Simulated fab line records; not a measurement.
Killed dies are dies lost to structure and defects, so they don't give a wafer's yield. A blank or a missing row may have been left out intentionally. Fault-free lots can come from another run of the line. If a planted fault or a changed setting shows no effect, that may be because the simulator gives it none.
fab line records	flow sfqLine
record lots=5	wafers=23
route steps=325 shown I2@104 M3@130 I3@134 M4@149
startH: start of the lot's first displayed wafer, in hours after the record's first day	waitH: hours since the lot's step before	" the same as in the row above	L1.1+2: a single row standing in for several wafers	- no value, or no start was given	* or withheld: withheld	< > ~ a bound
route shown NAME@n: NAME is a module with steps in the file, n the number in the route of the first one	usual: mean and standard deviation over wafers with no fault	same: alike in all rows	chamber/n: place in a boat	sites: each site's reading	_std_site: standard deviation across them	_edge_site: inner sites' mean taken away from outer sites' mean	radiusMm: how far each site lies from the wafer's centre	mask NAME#n: copy n	behind: the most recent tool/chamber to have shaped the wafer	hold: why the lot was held/for how many hours/how that ended	device: the transistor (n, p or np) that didn't switch	end of line: at the end of the route, the tests of the same wafers	step lacking rows: just its recipe	killed: dies that structure and defects cost at the first sort, which is not the same as the wafer's yield	map: the dies of a wafer, with x for killed, . for not killed, _ for no die there
set.NAME: the setting as run; set.NAME@STEP: as run at that earlier step	model.NAME: the simulator's own value behind a step, which no gauge read
one table per step and one row per wafer, for lots whose settings were changed on purpose
## steps
# step SFQ_TRILAYER_I2_CMP_CMP_064
# recipe material=SiO2	downForcePsi=3	platenRpm=60	padVelocityMS=0.94248
lot.wafer	tool	chamber	startH	waitH	set.leaveAboveRefNm	model.SiO2_of_TRILAYER_I2_DEP_PECVD_063.thkNm
L076.3	cmp-02	3	596.02	0.0	200	201.1
L076.2	"	0	"	"	200	201
L076.4	"	1	"	"	205.9	207.3
L076.5	"	3	598.02	2.0	205.9	205.9
L076.6	"	0	"	"	200	200
L077.4	cmp-01	1	609.38	0.1	188.5	190.3
L077.3	"	2	"	"	188.5	189.5
L077.2	"	3	"	"	200	201
L077.1	"	0	"	"	188.5	188.7
L077.6	"	2	611.88	2.5	200	201.2
L079.4	cmp-01	3	626.78	2.8	200	199.9
L079.2	"	0	"	"	200	200
L079.6	"	2	628.28	4.3	200	198.6
L082.4	cmp-02	2	692.98	0.0	188	188.7
L082.1	"	3	"	"	188	189.1
L082.3	"	1	694.48	1.5	200	200.8
L082.6	"	2	"	"	188	189.9
L082.5	"	3	"	"	200	199.7
L084.1	cmp-01	1	710.73	0.0	190.7	190.3
L084.4	"	2	"	"	200	198.1
L084.3	"	3	"	"	200	199.7
L084.2	"	0	"	"	200	198.5
L084.5	"	1	"	"	190.7	190.5
# step SFQ_TRILAYER_I2_METRO_MEASURE_065
# usual thkNm=200.5/0.78
lot.wafer	tool	chamber	startH	waitH	set.leaveAboveRefNm@TRILAYER_I2_CMP_CMP_064	thkNm
L076.2	filmMetro-01	-	599.34	0.3	200	200.9
L076.3	"	-	"	"	200	201.2
L076.4	"	-	"	"	205.9	207.4
L076.5	"	-	"	"	205.9	205.9
L076.6	"	-	"	"	200	199.9
L077.1	filmMetro-01	-	612.50	0.1	188.5	188.7
L077.2	"	-	"	"	200	201.0
L077.3	"	-	"	"	188.5	189.4
L077.4	"	-	"	"	188.5	190.3
L077.6	"	-	"	"	200	201.2
L079.2	filmMetro-01	-	629.10	0.3	200	199.8
L079.4	"	-	"	"	200	200.0
L079.6	"	-	"	"	200	198.6
L082.1	filmMetro-03	-	696.10	0.1	188	189.1
L082.3	"	-	"	"	200	200.9
L082.4	"	-	"	"	188	188.7
L082.5	"	-	"	"	200	199.7
L082.6	"	-	"	"	188	189.9
L084.1	filmMetro-02	-	713.85	0.1	190.7	190.3
L084.2	"	-	"	"	200	198.5
L084.3	"	-	"	"	200	199.7
L084.4	"	-	"	"	200	198.1
L084.5	"	-	"	"	190.7	190.4
# step SFQ_TRILAYER_I2_VIA_LITHO_EXPOSE_068
# recipe maskId=I2	na=0.6	sourceShape=conventional	sigmaOuter=0.65	targetCdNm=500	doseMj=21.3
lot.wafer	tool	chamber	startH	waitH	mask	set.doseMj
L076.2+3+5	krfScanner-01	0	766.42	-	I2#0	21.3
L076.4+6	"	0	"	"	I2#0	20.5
L077.1+3	krfScanner-01	0	779.42	-	I2#0	21.3
L077.2+4+6	"	0	"	"	I2#0	22.4
L079.2+4+6	krfScanner-02	0	794.14	-	I2#0	21.3
L082.1+6	krfScanner-01	0	862.02	-	I2#0	21.3
L082.3+4+5	"	0	"	"	I2#0	20.33
L084.1+4	krfScanner-01	0	871.62	-	I2#0	21.3
L084.2+3+5	"	0	"	"	I2#0	22.79
# step SFQ_TRILAYER_I2_VIA_BARC_OPEN_VIA_ETCH_096
# recipe maskMaterial=PR	chemistry=O2	targetDepthNm=125	target=BARC	sourceW=500	biasW=80	pressureMtorr=30	timeS=41.7
lot.wafer	tool	chamber	startH	waitH	set.biasW	set.doseMj@TRILAYER_I2_VIA_LITHO_EXPOSE_068	model.I2.cdNm
L076.2	rieDiel-04	1	767.75	0.0	73.35	21.3	503.2
L076.3	"	0	"	"	80	21.3	503.1
L076.4	"	2	"	"	73.35	20.5	497.7
L076.5	"	3	"	"	80	21.3	503.9
L076.6	"	0	"	"	80	20.5	497.6
L077.1	rieDiel-04	3	780.95	0.0	80	21.3	497.6
L077.2	"	1	"	"	72.64	22.4	504.6
L077.3	"	0	"	"	72.64	21.3	497.4
L077.4	"	2	"	"	80	22.4	505
L077.6	"	0	"	"	80	22.4	504.9
L079.2	rieDiel-02	2	795.48	0.0	80	21.3	501.5
L079.4	"	0	"	"	80	21.3	500.3
L079.6	"	3	"	"	80	21.3	500.4
L082.1	rieDiel-02	1	863.56	0.0	80	21.3	501.5
L082.3	"	2	"	"	80	20.33	493.4
L082.4	"	3	"	"	80	20.33	494.6
L082.5	"	3	"	"	80	20.33	496.1
L082.6	"	2	"	"	80	21.3	503.4
L084.1	rieDiel-02	0	873.16	0.0	74.29	21.3	498.8
L084.2	"	1	"	"	80	22.79	509.8
L084.3	"	3	"	"	74.29	22.79	510.3
L084.4	"	2	"	"	80	21.3	499.1
L084.5	"	3	"	"	74.29	22.79	510.7
# step SFQ_TRILAYER_I2_VIA_ETCH_VIA_ETCH_070
# recipe target=SiO2	stopOn=Nb	maskMaterial=PR	taperDeg=20	chemistry=CHF3	targetDepthNm=260	sourceW=500	biasW=80	pressureMtorr=30	timeS=withheld
# usual oesProductAu=0.856/0.0046
lot.wafer	tool	chamber	startH	waitH	set.leaveAboveRefNm@TRILAYER_I2_CMP_CMP_064	oesProductAu	model.I2.featureDepthNm	model.etch.depthNm
L076.2	rieDiel-04	1	767.79	0.0	200	0.854	201	-
L076.3	"	0	"	"	200	0.854	201.1	201.1
L076.4	"	2	"	"	205.9	0.865	207.3	-
L076.5	"	3	"	"	205.9	0.865	205.9	205.9
L076.6	"	0	"	"	200	0.849	200	200
L077.1	rieDiel-04	3	780.99	0.0	188.5	0.828	188.7	188.7
L077.2	"	1	"	"	200	0.857	201	201
L077.3	"	0	"	"	188.5	0.837	189.5	-
L077.4	"	2	"	"	188.5	0.826	190.3	-
L077.6	"	0	"	"	200	0.857	201.2	-
L079.2	rieDiel-02	2	795.52	0.0	200	0.847	200	200
L079.4	"	0	"	"	200	0.855	199.9	199.9
L079.6	"	3	"	"	200	0.860	198.6	198.6
L082.1	rieDiel-02	1	863.60	0.0	188	0.828	189.1	189.1
L082.3	"	2	"	"	200	0.857	200.8	200.8
L082.4	"	3	"	"	188	0.820	188.7	188.7
L082.5	"	3	"	"	200	0.849	199.7	199.7
L082.6	"	2	"	"	188	0.832	189.9	189.9
L084.1	rieDiel-02	0	873.20	0.0	190.7	0.834	190.3	-
L084.2	"	1	"	"	200	0.849	198.5	-
L084.3	"	3	"	"	200	0.848	199.7	199.7
L084.4	"	2	"	"	200	0.855	198.1	198.1
L084.5	"	3	"	"	190.7	0.829	190.5	-
# step SFQ_TRILAYER_M3_ETCH_METAL_ETCH_078
# recipe target=Nb	stopOn=SiO2	maskMaterial=PR	chemistry=Cl2/Ar	targetDepthNm=240	icpW=600	biasW=80	pressureMtorr=10	timeS=120
lot.wafer	tool	chamber	startH	waitH	set.icpW	set.leaveAboveRefNm@TRILAYER_I2_CMP_CMP_064	model.SiO2_of_TRILAYER_I2_DEP_PECVD_063.thkNm	model.KrF_of_TRILAYER_M3_LITHO_COAT_075.thkNm
L076.2	rieMetal-03	0	771.34	0.0	581.1	200	193.5	383.2
L076.3	"	1	"	"	600	200	193.6	377.5
L076.4	"	0	"	"	581.1	205.9	199.8	381
L076.5	"	1	"	"	581.1	205.9	198.4	381.7
L076.6	"	0	"	"	600	200	192.5	379.2
L077.1	rieMetal-02	1	784.53	0.0	569.8	188.5	181.2	383.7
L077.2	"	0	"	"	569.8	200	193.5	387.7
L077.3	"	0	"	"	569.8	188.5	182	387.6
L077.4	"	1	"	"	600	188.5	182.8	378.7
L077.6	"	0	"	"	600	200	193.7	380.3
L079.2	rieMetal-02	0	803.96	0.0	600	200	192.5	382.1
L079.4	"	1	"	"	600	200	192.4	382.3
L079.6	"	0	"	"	600	200	191.1	382.9
L082.1	rieMetal-02	1	884.90	0.0	662.5	188	179.4	364.2
L082.3	"	0	"	"	600	200	193.3	384.8
L082.4	"	1	"	"	662.5	188	179.1	363.5
L082.5	"	0	"	"	600	200	192.2	384
L082.6	"	1	"	"	600	188	182.4	375.1
L084.1	rieMetal-02	0	887.30	0.0	600	190.7	182.8	384.8
L084.2	"	1	"	"	659.4	200	188.9	363.9
L084.3	"	1	"	"	600	200	192.2	378.3
L084.4	"	0	"	"	600	200	190.6	382.5
L084.5	"	1	"	"	659.4	190.7	180.9	365.9
# step SFQ_TRILAYER_I3_CMP_CMP_082
# recipe material=SiO2	downForcePsi=3	platenRpm=60	padVelocityMS=0.94248
lot.wafer	tool	chamber	startH	waitH	set.leaveAboveRefNm	model.SiO2_of_TRILAYER_I3_DEP_PECVD_081.thkNm
L076.3	cmp-01	0	772.82	0.5	200	199.1
L076.4	"	1	"	"	200	199.3
L076.2+6	"	2,0	"	"	206.5	206.3
L076.5	"	3	"	"	200	199.9
L077.3	cmp-01	2	785.50	0.0	200	199.6
L077.2	"	3	"	"	200	199.3
L077.4	"	0	"	"	200	200
L077.1	"	1	"	"	200	200.2
L077.6	"	3	788.00	2.5	200	199.9
L079.4	cmp-02	0	808.43	3.5	200	202.2
L079.2	"	2	809.43	4.5	200	201.6
L079.6	"	0	810.43	5.5	200	200.8
L082.4	cmp-02	2	904.08	18.2	211.8	214.3
L082.3	"	3	"	"	211.8	215.7
L082.1	"	0	"	"	200	202.8
L082.5	"	1	"	"	200	203
L082.6	"	2	"	"	211.8	212.7
L084.1	cmp-01	3	907.39	19.2	200	200.9
L084.3	"	0	"	"	200	199.6
L084.2	"	1	"	"	200	200.7
L084.4	"	2	"	"	200	200.2
L084.5	"	3	"	"	200	200.6
# step SFQ_TRILAYER_I3_METRO_MEASURE_083
# usual thkNm=200.5/1.2
lot.wafer	tool	chamber	startH	waitH	set.leaveAboveRefNm@TRILAYER_I3_CMP_CMP_082	thkNm
L076.2	filmMetro-02	-	775.64	0.3	206.5	206.2
L076.3	"	-	"	"	200	199.0
L076.4	"	-	"	"	200	199.4
L076.5	"	-	"	"	200	199.9
L076.6	"	-	"	"	206.5	206.2
L077.1	filmMetro-04	-	788.62	0.1	200	200.2
L077.2	"	-	"	"	200	199.4
L077.3	"	-	"	"	200	199.6
L077.4	"	-	"	"	200	200.2
L077.6	"	-	"	"	200	199.8
L079.2	filmMetro-03	-	811.75	0.3	200	201.4
L079.4	"	-	"	"	200	202.2
L079.6	"	-	"	"	200	200.9
L082.1	filmMetro-02	-	906.70	0.1	200	202.6
L082.3	"	-	"	"	211.8	215.6
L082.4	"	-	"	"	211.8	214.1
L082.5	"	-	"	"	200	202.9
L082.6	"	-	"	"	211.8	212.7
L084.1	filmMetro-02	-	910.51	0.1	200	200.9
L084.2	"	-	"	"	200	200.7
L084.3	"	-	"	"	200	199.6
L084.4	"	-	"	"	200	200.1
L084.5	"	-	"	"	200	200.7
# step SFQ_TRILAYER_I3_VIA_LITHO_COAT_090
# recipe resist=BARC	spinRpm=3000	resistThkNm=62
lot.wafer	tool	chamber	startH	waitH	set.spinRpm	model.BARC_of_TRILAYER_I3_VIA_LITHO_COAT_090.thkNm
L076.2	lithoTrack-03	0	776.69	0.8	3096	61.16
L076.3	"	0	"	"	3000	61.87
L076.4	"	0	"	"	3000	62
L076.5	"	0	"	"	3096	61.11
L076.6	"	0	"	"	3000	61.8
L077.1	lithoTrack-02	0	789.82	1.0	3000	61.93
L077.2	"	0	"	"	3000	61.88
L077.3+6	"	0	"	"	3000	61.98
L077.4	"	0	"	"	3000	62.08
L079.2	lithoTrack-03	0	812.80	0.8	3000	62.18
L079.4	"	0	"	"	3000	62.25
L079.6	"	0	"	"	3000	62.16
L082.1	lithoTrack-03	0	907.90	1.0	3000	62.13
L082.3	"	0	"	"	3000	61.97
L082.4	"	0	"	"	3087	60.95
L082.5	"	0	"	"	3000	61.93
L082.6	"	0	"	"	3087	61.17
L084.1	lithoTrack-03	0	911.71	1.0	3000	61.79
L084.2	"	0	"	"	3133	60.6
L084.3	"	0	"	"	3000	62.03
L084.4	"	0	"	"	3133	60.53
L084.5	"	0	"	"	3133	60.47
# step SFQ_TRILAYER_I3_VIA_LITHO_COAT_085
# recipe resist=KrF	spinRpm=3000	resistThkNm=657.7
# step SFQ_TRILAYER_I3_VIA_LITHO_SOFTBAKE_089
# recipe tempC=withheld	timeS=withheld	resist=KrF
# step SFQ_TRILAYER_I3_VIA_LITHO_DEVELOP_087
# recipe timeS=60	resist=KrF
# step SFQ_TRILAYER_I3_VIA_BARC_OPEN_VIA_ETCH_121
# recipe maskMaterial=PR	chemistry=O2	targetDepthNm=125	target=BARC	sourceW=500	biasW=80	pressureMtorr=30	timeS=41.7
lot.wafer	tool	chamber	startH	waitH	set.spinRpm@TRILAYER_I3_VIA_LITHO_COAT_090	model.etch.depthNm
L076.2	rieDiel-01	0	916.98	0.0	3096	-
L076.3	"	1	"	"	3000	61.87
L076.4	"	0	"	"	3000	-
L076.5	"	2	"	"	3096	61.11
L076.6	"	1	"	"	3000	61.8
L077.1	rieDiel-04	2	930.18	0.0	3000	61.93
L077.2	"	3	"	"	3000	61.88
L077.3+4+6	"	0,1,3	"	"	3000	-
L079.2	rieDiel-04	3	950.58	0.0	3000	62.18
L079.4	"	1	"	"	3000	62.25
L079.6	"	1	"	"	3000	62.16
L082.1	rieDiel-04	1	1037.42	0.0	3000	62.13
L082.3	"	0	"	"	3000	61.97
L082.4	"	2	"	"	3087	60.95
L082.5	"	3	"	"	3000	61.93
L082.6	"	0	"	"	3087	61.17
L084.1	rieDiel-01	1	1042.22	0.0	3000	-
L084.2+5	"	0	"	"	3133	-
L084.3	"	2	"	"	3000	62.03
L084.4	"	3	"	"	3133	60.53
# step SFQ_TRILAYER_I3_VIA_ETCH_VIA_ETCH_088
# recipe target=SiO2	stopOn=Nb	maskMaterial=PR	taperDeg=20	chemistry=CHF3	targetDepthNm=260	sourceW=500	biasW=80	pressureMtorr=30	timeS=withheld
# usual oesProductAu=0.855/0.0055
lot.wafer	tool	chamber	startH	waitH	set.leaveAboveRefNm@TRILAYER_I3_CMP_CMP_082	oesProductAu	model.etch.depthNm	model.I3.featureDepthNm
L076.2	rieDiel-01	0	917.02	0.0	206.5	0.874	-	206.3
L076.3	"	1	"	"	200	0.851	199.1	199.1
L076.4	"	0	"	"	200	0.852	-	199.3
L076.5	"	2	"	"	200	0.861	199.9	199.9
L076.6	"	1	"	"	206.5	0.861	206.3	206.3
L077.1	rieDiel-04	2	930.22	0.0	200	0.857	200.2	200.2
L077.2	"	3	"	"	200	0.853	199.3	199.3
L077.3	"	0	"	"	200	0.861	-	199.6
L077.4	"	1	"	"	200	0.856	-	200
L077.6	"	3	"	"	200	0.850	-	199.9
L079.2	rieDiel-04	3	950.62	0.0	200	0.856	201.6	201.6
L079.4	"	1	"	"	200	0.866	202.2	202.2
L079.6	"	1	"	"	200	0.859	200.8	200.8
L082.1	rieDiel-04	1	1037.46	0.0	200	0.857	202.8	202.8
L082.3	"	0	"	"	211.8	0.883	215.7	215.7
L082.4	"	2	"	"	211.8	0.888	214.3	214.3
L082.5	"	3	"	"	200	0.855	203	203
L082.6	"	0	"	"	211.8	0.888	212.7	212.7
L084.1	rieDiel-01	1	1042.26	0.0	200	0.856	-	200.9
L084.2	"	0	"	"	200	0.862	-	200.7
L084.3	"	2	"	"	200	0.849	199.6	199.6
L084.4	"	3	"	"	200	0.851	200.2	200.2
L084.5	"	0	"	"	200	0.858	-	200.6
# step SFQ_TRILAYER_M4_DEP_SPUTTER_091
# recipe material=Nb	basePressurePa=1.33e-06	chamberPressurePa=0.1333	substrateTempC=20	resputterCathodeVoltageV=400	targetThkNm=200	powerW=2000	timeS=133.3
lot.wafer	tool	chamber	startH	waitH	set.powerW	model.Nb_of_TRILAYER_M4_DEP_SPUTTER_091.thkNm
L076.2	pvdSputter-04	-	917.94	0.0	2167	214.8
L076.3	"	-	"	"	2000	199.8
L076.4	"	-	"	"	2167	220.2
L076.5	"	-	"	"	2000	199.2
L076.6	"	-	"	"	2000	200.2
L077.1	pvdSputter-04	-	931.14	0.0	2000	201.5
L077.2	"	-	"	"	2000	201.1
L077.3	"	-	"	"	1890	189.4
L077.4	"	-	"	"	1890	187.6
L077.6	"	-	"	"	1890	188.9
L079.2	pvdSputter-06	-	951.54	0.0	2000	194.9
L079.4	"	-	"	"	2000	197.8
L079.6	"	-	"	"	2000	197.2
L082.1	pvdSputter-06	-	1038.57	0.0	2000	199.8
L082.3	"	-	"	"	2069	206.4
L082.4	"	-	"	"	2000	197.4
L082.5	"	-	"	"	2000	198.4
L082.6	"	-	"	"	2069	207.6
L084.1	pvdSputter-05	-	1043.17	0.0	1810	178.5
L084.2	"	-	"	"	1810	180.4
L084.3	"	-	"	"	2000	198.2
L084.4	"	-	"	"	2000	199.5
L084.5	"	-	"	"	1810	180.2
# step SFQ_M4_RS_MEAS_924
# recipe thkMeasGauge=four-point-probe	reads=Nb_of_TRILAYER_M4_DEP_SPUTTER_091
# usual M4_NB_RS=0.893/0.0097
lot.wafer	tool	chamber	startH	waitH	set.powerW@TRILAYER_M4_DEP_SPUTTER_091	M4_NB_RS[ohm/sq]
L076.2	filmMetro-04	-	918.05	0.1	2167	0.828
L076.3	"	-	"	"	2000	0.891
L076.4	"	-	"	"	2167	0.809
L076.5	"	-	"	"	2000	0.895
L076.6	"	-	"	"	2000	0.890
L077.1	filmMetro-02	-	931.23	0.0	2000	0.881
L077.2	"	-	"	"	2000	0.885
L077.3	"	-	"	"	1890	0.937
L077.4	"	-	"	"	1890	0.949
L077.6	"	-	"	"	1890	0.941
L079.2	filmMetro-04	-	951.65	0.1	2000	0.912
L079.4	"	-	"	"	2000	0.897
L079.6	"	-	"	"	2000	0.901
L082.1	filmMetro-04	-	1038.66	0.0	2000	0.891
L082.3	"	-	"	"	2069	0.860
L082.4	"	-	"	"	2000	0.901
L082.5	"	-	"	"	2000	0.897
L082.6	"	-	"	"	2069	0.856
L084.1	filmMetro-01	-	1043.26	0.0	1810	0.997
L084.2	"	-	"	"	1810	0.990
L084.3	"	-	"	"	2000	0.897
L084.4	"	-	"	"	2000	0.894
L084.5	"	-	"	"	1810	0.989
# step SFQ_TRILAYER_M4_LITHO_EXPOSE_094
# recipe maskId=M4	na=0.6	sourceShape=conventional	sigmaOuter=0.65	targetCdNm=500	doseMj=14.4
lot.wafer	tool	chamber	startH	waitH	mask	set.doseMj
L076.2+4+6	krfScanner-02	0	1051.68	-	M4#0	15.46
L076.3+5	"	0	"	"	M4#0	14.4
L077.1+4	krfScanner-02	0	1067.08	-	M4#0	14.8
L077.2+3+6	"	0	"	"	M4#0	14.4
L079.2+4+6	krfScanner-01	0	1084.20	-	M4#0	14.4
L082.1+4+6	krfScanner-01	0	1161.05	-	M4#0	14.95
L082.3+5	"	0	"	"	M4#0	14.4
L084.1+2+4	krfScanner-01	0	1165.85	-	M4#0	15.42
L084.3+5	"	0	"	"	M4#0	14.4
# step SFQ_TRILAYER_M4_LITHO_PEB_096
# recipe pebTempC=115	pebTimeS=60	resist=KrF
# step SFQ_TRILAYER_M4_LITHO_DEVELOP_095
# recipe timeS=60	resist=KrF
# step SFQ_TRILAYER_M4_BARC_OPEN_METAL_ETCH_123
# recipe maskMaterial=PR	chemistry=O2	targetDepthNm=125	target=BARC	icpW=600	biasW=78.85	pressureMtorr=10	timeS=41.7
lot.wafer	tool	chamber	startH	waitH	set.doseMj@TRILAYER_M4_LITHO_EXPOSE_094	model.M4.cdNm
L076.2	rieMetal-03	1	1053.02	0.0	15.46	488.1
L076.3	"	1	"	"	14.4	498.9
L076.4	"	0	"	"	15.46	488.7
L076.5	"	1	"	"	14.4	497
L076.6	"	0	"	"	15.46	487.2
L077.1	rieMetal-01	1	1068.62	0.0	14.8	497.3
L077.2	"	0	"	"	14.4	501.9
L077.3	"	1	"	"	14.4	501.4
L077.4	"	0	"	"	14.8	498
L077.6	"	1	"	"	14.4	500.4
L079.2	rieMetal-04	1	1085.54	0.0	14.4	498
L079.4	"	1	"	"	14.4	497.4
L079.6	"	1	"	"	14.4	497.6
L082.1	rieMetal-03	0	1162.59	0.0	14.95	492.2
L082.3	"	1	"	"	14.4	498.4
L082.4	"	0	"	"	14.95	493.5
L082.5	"	1	"	"	14.4	497.6
L082.6	"	0	"	"	14.95	491.8
L084.1	rieMetal-01	1	1167.39	0.0	15.42	489.7
L084.2	"	1	"	"	15.42	489
L084.3	"	1	"	"	14.4	499.7
L084.4	"	1	"	"	15.42	488
L084.5	"	1	"	"	14.4	500.8
# step SFQ_TRILAYER_M4_ETCH_METAL_ETCH_096
# recipe target=Nb	stopOn=SiO2	maskMaterial=PR	chemistry=Cl2/Ar	targetDepthNm=240	icpW=600	biasW=80	pressureMtorr=10	timeS=120
# usual oesProductAu=0.892/0.0073
lot.wafer	tool	chamber	startH	waitH	set.powerW@TRILAYER_M4_DEP_SPUTTER_091	oesProductAu
L076.2	rieMetal-03	1	1053.08	0.0	2167	0.934
L076.3	"	1	"	"	2000	0.891
L076.4	"	0	"	"	2167	0.940
L076.5	"	1	"	"	2000	0.891
L076.6	"	0	"	"	2000	0.903
L077.1	rieMetal-01	1	1068.68	0.0	2000	0.904
L077.2	"	0	"	"	2000	0.896
L077.3	"	1	"	"	1890	0.866
L077.4	"	0	"	"	1890	0.862
L077.6	"	1	"	"	1890	0.863
L079.2	rieMetal-04	1	1085.60	0.0	2000	0.886
L079.4	"	1	"	"	2000	0.891
L079.6	"	1	"	"	2000	0.881
L082.1	rieMetal-03	0	1162.65	0.0	2000	0.889
L082.3	"	1	"	"	2069	0.906
L082.4	"	0	"	"	2000	0.882
L082.5	"	1	"	"	2000	0.886
L082.6	"	0	"	"	2069	0.919
L084.1	rieMetal-01	1	1167.51	0.1	1810	0.844
L084.2	"	1	"	"	1810	0.848
L084.3	"	1	"	"	2000	0.889
L084.4	"	1	"	"	2000	0.892
L084.5	"	1	"	"	1810	0.850
## key
split step=SFQ_TRILAYER_I2_CMP_CMP_064	setting=leaveAboveRefNm	stated=200	by=wafer
response step=SFQ_TRILAYER_I2_CMP_CMP_064	reading=model.SiO2_of_TRILAYER_I2_DEP_PECVD_063.thkNm	change=+1.9	per=1%	r=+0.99
response step=SFQ_TRILAYER_I2_METRO_MEASURE_065	reading=thkNm	change=+1.91	per=1%	r=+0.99
response step=SFQ_TRILAYER_I2_VIA_ETCH_VIA_ETCH_070	reading=oesProductAu	change=+0.00443	per=1%	r=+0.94
response step=SFQ_TRILAYER_I2_VIA_ETCH_VIA_ETCH_070	reading=model.I2.featureDepthNm	change=+1.9	per=1%	r=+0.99
response step=SFQ_TRILAYER_I2_VIA_ETCH_VIA_ETCH_070	reading=model.etch.depthNm	change=+1.91	per=1%	r=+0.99
response step=SFQ_TRILAYER_M3_ETCH_METAL_ETCH_078	reading=model.SiO2_of_TRILAYER_I2_DEP_PECVD_063.thkNm	change=+2.01	per=1%	r=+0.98
split step=SFQ_TRILAYER_I2_VIA_LITHO_EXPOSE_068	setting=doseMj	stated=21.3	by=wafer
response step=SFQ_TRILAYER_I2_VIA_BARC_OPEN_VIA_ETCH_096	reading=model.I2.cdNm	change=+1.58	per=1%	r=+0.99
split step=SFQ_TRILAYER_I2_VIA_BARC_OPEN_VIA_ETCH_096	setting=biasW	stated=80	by=wafer
response none clear
split step=SFQ_TRILAYER_M3_ETCH_METAL_ETCH_078	setting=icpW	stated=600	by=wafer
response step=SFQ_TRILAYER_M3_ETCH_METAL_ETCH_078	reading=model.KrF_of_TRILAYER_M3_LITHO_COAT_075.thkNm	change=-1.64	per=1%	r=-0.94
split step=SFQ_TRILAYER_I3_CMP_CMP_082	setting=leaveAboveRefNm	stated=200	by=wafer
response step=SFQ_TRILAYER_I3_CMP_CMP_082	reading=model.SiO2_of_TRILAYER_I3_DEP_PECVD_081.thkNm	change=+1.96	per=1%	r=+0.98
response step=SFQ_TRILAYER_I3_METRO_MEASURE_083	reading=thkNm	change=+1.97	per=1%	r=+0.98
response step=SFQ_TRILAYER_I3_VIA_ETCH_VIA_ETCH_088	reading=oesProductAu	change=+0.00485	per=1%	r=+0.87
response step=SFQ_TRILAYER_I3_VIA_ETCH_VIA_ETCH_088	reading=model.etch.depthNm	change=+1.95	per=1%	r=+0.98
response step=SFQ_TRILAYER_I3_VIA_ETCH_VIA_ETCH_088	reading=model.I3.featureDepthNm	change=+1.96	per=1%	r=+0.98
split step=SFQ_TRILAYER_I3_VIA_LITHO_COAT_090	setting=spinRpm	stated=3000	by=wafer
response step=SFQ_TRILAYER_I3_VIA_LITHO_COAT_090	reading=model.BARC_of_TRILAYER_I3_VIA_LITHO_COAT_090.thkNm	change=-0.294	per=1%	r=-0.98
response step=SFQ_TRILAYER_I3_VIA_BARC_OPEN_VIA_ETCH_121	reading=model.etch.depthNm	change=-0.306	per=1%	r=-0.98
split step=SFQ_TRILAYER_M4_DEP_SPUTTER_091	setting=powerW	stated=2000	by=wafer
response step=SFQ_TRILAYER_M4_DEP_SPUTTER_091	reading=model.Nb_of_TRILAYER_M4_DEP_SPUTTER_091.thkNm	change=+2.12	per=1%	r=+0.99
response step=SFQ_M4_RS_MEAS_924	reading=M4_NB_RS	change=-0.00984	per=1%	r=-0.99
response step=SFQ_TRILAYER_M4_ETCH_METAL_ETCH_096	reading=oesProductAu	change=+0.00521	per=1%	r=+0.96
split step=SFQ_TRILAYER_M4_LITHO_EXPOSE_094	setting=doseMj	stated=14.4	by=wafer
response step=SFQ_TRILAYER_M4_BARC_OPEN_METAL_ETCH_123	reading=model.M4.cdNm	change=-1.46	per=1%	r=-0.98
